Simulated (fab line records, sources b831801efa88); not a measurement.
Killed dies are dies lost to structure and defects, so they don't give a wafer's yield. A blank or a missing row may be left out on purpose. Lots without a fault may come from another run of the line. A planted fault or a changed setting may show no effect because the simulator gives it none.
Which tool did it? | flow sky130 | 11 lots, 33 wafers sampled, at 6 steps of a route of 708

WHAT THE GAUGES READ, wafer by wafer
SKY_METAL1_OVL_MEAS_16.
lot  | measured     | on         | METAL1_OVL (nm)
L138 | day 33 07:21 | overlay-01 | 1 -6 -3
L139 | day 33 16:21 | overlay-01 | 6 1 3
L143 | day 35 04:01 | overlay-02 | 1 0 0
L144 | day 35 09:49 | overlay-01 | 3 -9 -7
L146 | day 36 00:46 | overlay-02 | 8 5 9
L147 | day 36 12:37 | overlay-02 | -5 6 4
L153 | day 38 06:27 | overlay-02 | -2 2 -5
L155 | day 38 23:57 | overlay-01 | -13 -12 -8
L156 | day 39 03:46 | overlay-02 | -8 2 -7
L157 | day 39 17:16 | overlay-02 | -2 0 4
L159 | day 40 01:55 | overlay-01 | 0 -9 0

SKY_VIA1_RS_MEAS_22: measures by four-point-probe.
lot  | measured     | on            | VIA1_W_RS (ohm/sq)
L138 | day 34 12:01 | film_metro-04 | 0.437 0.424 0.434
L139 | day 34 21:01 | film_metro-04 | 0.419 0.423 0.416
L143 | day 36 08:43 | film_metro-03 | 0.429 0.419 0.434
L144 | day 36 14:48 | film_metro-02 | 0.416 0.423 0.424
L146 | day 37 05:28 | film_metro-03 | 0.421 0.373 0.418
L147 | day 37 17:08 | film_metro-04 | 0.410 0.412 0.359
L153 | day 39 08:49 | film_metro-03 | 0.428 0.435 0.433
L155 | day 40 03:19 | film_metro-03 | 0.421 0.422 0.425
L156 | day 40 06:32 | film_metro-04 | 0.418 0.428 0.417
L157 | day 40 19:33 | film_metro-02 | 0.416 0.421 0.416
L159 | day 41 04:47 | film_metro-04 | 0.414 0.419 0.425

SKY_VIA1_THK_MEAS_23: measures by xrf.
lot  | measured     | on            | VIA1_W_THK (nm)
L138 | day 34 12:08 | film_metro-04 | 264 271 265
L139 | day 34 21:08 | film_metro-04 | 276 272 275
L143 | day 36 08:49 | film_metro-03 | 266 272 264
L144 | day 36 14:55 | film_metro-02 | 280 273 274
L146 | day 37 05:34 | film_metro-03 | 273 308 273
L147 | day 37 17:15 | film_metro-04 | 280 277 317
L153 | day 39 08:56 | film_metro-03 | 269 266 266
L155 | day 40 03:26 | film_metro-03 | 270 270 268
L156 | day 40 06:38 | film_metro-04 | 274 268 275
L157 | day 40 19:39 | film_metro-02 | 279 276 278
L159 | day 41 04:54 | film_metro-04 | 275 270 266

SKY_METAL2_RS_MEAS_05: measures by four-point-probe.
lot  | measured     | on            | METAL2_ALCU_RS (ohm/sq)
L138 | day 34 12:38 | film_metro-03 | 0.1309 0.1305 0.1296
L139 | day 34 21:39 | film_metro-03 | 0.1280 0.1286 0.1292
L143 | day 36 09:20 | film_metro-01 | 0.1261 0.1264 0.1284
L144 | day 36 15:25 | film_metro-04 | 0.1296 0.1295 0.1289
L146 | day 37 06:05 | film_metro-04 | 0.1263 0.1265 0.1272
L147 | day 37 17:46 | film_metro-04 | 0.1254 0.1251 0.1238
L153 | day 39 09:26 | film_metro-01 | 0.1285 0.1288 0.1294
L155 | day 40 04:08 | film_metro-04 | 0.1254 0.1246 0.1249
L156 | day 40 07:26 | film_metro-04 | 0.1267 0.1272 0.1255
L157 | day 40 20:10 | film_metro-01 | 0.1267 0.1268 0.1271
L159 | day 41 05:25 | film_metro-01 | 0.1256 0.1251 0.1271

WHICH TOOL RAN EACH LOT (tool, then ch and the chambers of the sampled wafers, then the start)
lot  | SKY_VIA1_CVD_21               | SKY_METAL2_SPUTTER_04
L138 | cvd_w-01 ch 0,1, day 34 11:54 | pvd_sputter-03, day 34 12:34
L139 | cvd_w-02 ch 0,1, day 34 20:56 | pvd_sputter-03, day 34 21:37
L143 | cvd_w-01 ch 0,1, day 36 08:37 | pvd_sputter-01, day 36 09:15
L144 | cvd_w-02 ch 0,1, day 36 14:42 | pvd_sputter-01, day 36 15:22
L146 | cvd_w-02 ch 0,1, day 37 05:22 | pvd_sputter-04, day 37 06:00
L147 | cvd_w-02 ch 0,1, day 37 17:02 | pvd_sputter-01, day 37 17:41
L153 | cvd_w-01 ch 0,1, day 39 08:43 | pvd_sputter-04, day 39 09:23
L155 | cvd_w-01 ch 0,1, day 40 03:14 | pvd_sputter-04, day 40 04:05
L156 | cvd_w-02 ch 0,1, day 40 06:25 | pvd_sputter-03, day 40 07:22
L157 | cvd_w-02 ch 0,1, day 40 19:26 | pvd_sputter-04, day 40 20:05
L159 | cvd_w-02 ch 0,1, day 41 04:41 | pvd_sputter-04, day 41 05:20
- SKY_VIA1_CVD_21: deposits W, target thk 270 nm, time 80.902 s.
- SKY_METAL2_SPUTTER_04: material TiN, target thk 70 nm, time 58.3 s.

WHAT THE TOOLS THEMSELVES READ (means of the sampled wafers that have a number; where no wafer has one, the mark that the record gives instead)
SKY_VIA1_CVD_21.
lot  | tool     | chamber_pressure_Torr (Torr) | heater_power_w (W)
L138 | cvd_w-01 | 39.98                        | 847
L139 | cvd_w-02 | 40.02                        | 1005
L143 | cvd_w-01 | 40.06                        | 838
L144 | cvd_w-02 | 39.94                        | 1046
L146 | cvd_w-02 | 44.48                        | 1019
L147 | cvd_w-02 | 44.55                        | 1014
L153 | cvd_w-01 | 39.99                        | 846
L155 | cvd_w-01 | 40.01                        | 894
L156 | cvd_w-02 | 39.95                        | 1005
L157 | cvd_w-02 | 40.02                        | 997
L159 | cvd_w-02 | 39.92                        | 1018

SKY_METAL2_SPUTTER_04.
lot  | tool           | throttle_valve_pct (%)
L138 | pvd_sputter-03 | 30.8
L139 | pvd_sputter-03 | 30.5
L143 | pvd_sputter-01 | 28.3
L144 | pvd_sputter-01 | 29.3
L146 | pvd_sputter-04 | 30.3
L147 | pvd_sputter-01 | 29.8
L153 | pvd_sputter-04 | 30.6
L155 | pvd_sputter-04 | 29.8
L156 | pvd_sputter-03 | 30.4
L157 | pvd_sputter-04 | 30.4
L159 | pvd_sputter-04 | 29.7

THE ANSWER, worked out from the rows above alone
Rule: what is usual is taken from the lots themselves. Put in order of their means at a reading, lots are off if they are a third of the lots or fewer, leave a main group of 4 or more, and stand apart from it by a gap of 3 or more times the standard deviation of the main group's means; of several such gaps the widest counts. A main group whose means are all the same, to the digits that the tables above print for the reading, isn't used. A lot without any number at a reading at which 4 lots or more have one is off too. The other lots that the step has rows for count as sound. The gauges are gone through in route order, then the tools' own readings, and for those a lot's mean is taken as printed above. The first step at which some lot is off is used, and at that step the reading that is off furthest; a lot without a number counts as furthest.
Off: L146, L147, at SKY_VIA1_CVD_21 (chamber_pressure_Torr). The main group: mean 39.99 Torr, standard deviation 0.042.
A tool fits if, at that step or a process step before it, it ran every lot that is off, and no sound lot after the first of them. None of those tried fits.

WHAT THE SIMULATOR HAD PUT IN
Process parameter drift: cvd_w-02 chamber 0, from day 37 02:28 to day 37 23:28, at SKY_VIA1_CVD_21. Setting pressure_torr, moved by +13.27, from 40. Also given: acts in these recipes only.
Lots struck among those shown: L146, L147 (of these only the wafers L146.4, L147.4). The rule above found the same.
